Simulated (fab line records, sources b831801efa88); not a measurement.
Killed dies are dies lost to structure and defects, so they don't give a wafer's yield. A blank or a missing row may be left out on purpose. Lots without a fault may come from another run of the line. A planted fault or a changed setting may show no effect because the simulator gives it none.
Which tool did it? | flow sfq_line | 15 lots, 45 wafers sampled, at 1 step of a route of 325

WHAT THE GAUGES READ, wafer by wafer
The record holds no reading of a measuring or inspecting step that can be judged against a usual standard deviation.

WHICH TOOL RAN EACH LOT (tool, then ch and the chambers of the sampled wafers, then the start)
lot  | SFQ_TRILAYER_I6_VIA_ETCH_VIA_ETCH_172
L161 | rie_diel-04 ch 0,2,3, day 65 21:39
L162 | rie_diel-01 ch 0,1,3, day 66 02:27
L163 | rie_diel-03 ch 0,1,2, day 66 04:51
L164 | rie_diel-04 ch 0,2, day 66 06:24
L165 | rie_diel-03 ch 2,3, day 66 15:24
L166 | rie_diel-03 ch 0,1,3, day 66 18:37
L169 | rie_diel-03 ch 2,3, day 66 23:12
L170 | rie_diel-04 ch 2,3, day 69 01:15
L172 | rie_diel-04 ch 0,2,3, day 69 03:39
L173 | rie_diel-01 ch 0,1,2, day 69 11:36
L174 | rie_diel-04 ch 1,2, day 69 16:30
L176 | rie_diel-01 ch 0,1,2, day 69 22:30
L181 | rie_diel-03 ch 1,2,3, day 70 23:42
L182 | rie_diel-01 ch 0,2,3, day 71 02:06
L184 | rie_diel-01 ch 0,2, day 71 09:18
- SFQ_TRILAYER_I6_VIA_ETCH_VIA_ETCH_172: etches SiO2 in CHF3, stops on Nb, target depth 260 nm.

WHAT THE TOOLS THEMSELVES READ (means of the sampled wafers that have a number; where no wafer has one, the mark that the record gives instead)
SFQ_TRILAYER_I6_VIA_ETCH_VIA_ETCH_172. Usual: drypump_motor_current_A 5.8 A, standard deviation 0.4; oes_product_au 0.854 a.u., standard deviation 0.005; rf_fwd_power_W 498.0 W, standard deviation 1.5.
lot  | tool        | drypump_motor_current_A (A) | oes_product_au (a.u.) | rf_fwd_power_W (W) | flag
L161 | rie_diel-04 | 5.7                         | 0.858                 | 498.2              |
L162 | rie_diel-01 | 5.9                         | 0.854                 | 497.1              |
L163 | rie_diel-03 | 5.3                         | 0.854                 | 498.4              |
L164 | rie_diel-04 | 5.8                         | 0.855                 | 499.6              |
L165 | rie_diel-03 | 5.8                         | 0.858                 | 499.8              |
L166 | rie_diel-03 | 5.3                         | 0.858                 | 496.4              |
L169 | rie_diel-03 | 5.8                         | 0.855                 | 497.8              |
L170 | rie_diel-04 | 5.5                         | 0.855                 | 418.4              | OFF
L172 | rie_diel-04 | 5.7                         | 0.854                 | 418.5              | OFF
L173 | rie_diel-01 | 5.7                         | 0.851                 | 497.8              |
L174 | rie_diel-04 | 6.4                         | 0.855                 | 417.7              | OFF
L176 | rie_diel-01 | 5.7                         | 0.853                 | 497.8              |
L181 | rie_diel-03 | 5.7                         | 0.859                 | 497.3              |
L182 | rie_diel-01 | 5.9                         | 0.852                 | 498.0              |
L184 | rie_diel-01 | 5.7                         | 0.853                 | 496.4              |

THE ANSWER, worked out from the rows above alone
Rule: a lot is off if the mean of its wafers that have a number lies more than 3 standard deviations from the usual mean. A lot without any number at a reading at which 4 lots or more have one is off too. The other lots that the step has rows for count as sound. The gauges are gone through in route order, then the tools' own readings, and for those a lot's mean is taken as printed above. The first step at which some lot is off is used, and at that step the reading that is off furthest; a lot without a number counts as furthest.
Off: L170, L172, L174, at SFQ_TRILAYER_I6_VIA_ETCH_VIA_ETCH_172 (rf_fwd_power_W).
A tool fits if, at that step or a process step before it, it ran every lot that is off, and no sound lot after the first of them. One fits: rie_diel-04 at SFQ_TRILAYER_I6_VIA_ETCH_VIA_ETCH_172. Its last sound lot is L164 (day 66 06:24), its first lot that is off L170 (day 69 01:15): a fault that began between those two fits.
The tool's own readings at SFQ_TRILAYER_I6_VIA_ETCH_VIA_ETCH_172 bear it out: on the lots that are off they differ by more than 5 times the standard deviation of the sound lots' means. rf_fwd_power_W reads 418.2 W there against 497.9 W on the sound lots.

WHAT THE SIMULATOR HAD PUT IN
Process parameter drift: rie_diel-04, from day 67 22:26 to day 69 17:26, at SFQ_TRILAYER_I6_VIA_ETCH_VIA_ETCH_172. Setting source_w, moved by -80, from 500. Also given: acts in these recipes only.
Lots struck among those shown: L170, L172, L174. The rule above found the same.
